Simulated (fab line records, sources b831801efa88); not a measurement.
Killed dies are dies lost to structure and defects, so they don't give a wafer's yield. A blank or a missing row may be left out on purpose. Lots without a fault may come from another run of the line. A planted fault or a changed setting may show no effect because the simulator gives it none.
Chamber matching | flow gf180mcu | GF_STI_ETCH_14 on rie_si-02: 4 sister chambers
The step etches Si in HBr/Cl2/O2, target depth 360 nm, time 102.9 s. 4 wafers are shown with their chamber, then 10 later ones without.

WAFERS WITH THEIR CHAMBER
wafer  | chamber | rf_fwd_power_W (W)
L488.4 | 3       | 598.7
L488.6 | 0       | 598.8
L489.2 | 1       | 595.4
L489.5 | 2       | 600.6

WAFERS WITHOUT THEIR CHAMBER
wafer  | rf_fwd_power_W (W)
L489.6 | 597.7
L491.2 | 600.9
L491.4 | 598.1
L491.6 | 598.1
L499.2 | 600.4
L499.3 | 598.3
L499.4 | 595.2
L500.3 | 595.3
L500.4 | 600.4
L500.5 | 596.0

WHICH CHAMBER EACH WENT THROUGH
wafer  | from the rows above     | in truth
L489.6 | can't be placed: 3 or 0 | 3
L491.2 | 2                       | 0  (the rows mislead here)
L491.4 | can't be placed: 3 or 0 | 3
L491.6 | can't be placed: 3 or 0 | 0
L499.2 | 2                       | 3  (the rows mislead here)
L499.3 | can't be placed: 3 or 0 | 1
L499.4 | 1                       | 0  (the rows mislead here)
L500.3 | 1                       | 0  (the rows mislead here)
L500.4 | 2                       | 2
L500.5 | 1                       | 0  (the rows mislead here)
Placed correctly: 1 of 10. Can't be placed from these rows: 4 (the true chamber is among the candidates in 3). Placed wrongly: 5.
How it was worked out, from the rows above alone: a wafer's distance from a chamber is the root of the sum, over the readings, of the square of ((its reading less the chamber's mean) divided by the reading's scatter). The wafer belongs to the nearest chamber; if the next one is less than 2 further off, it can't be placed. A chamber's mean is the mean of its shown wafers. The scatter: with one shown wafer a chamber, the root of the mean of the squares of how far each hidden wafer lies from its nearest shown one.
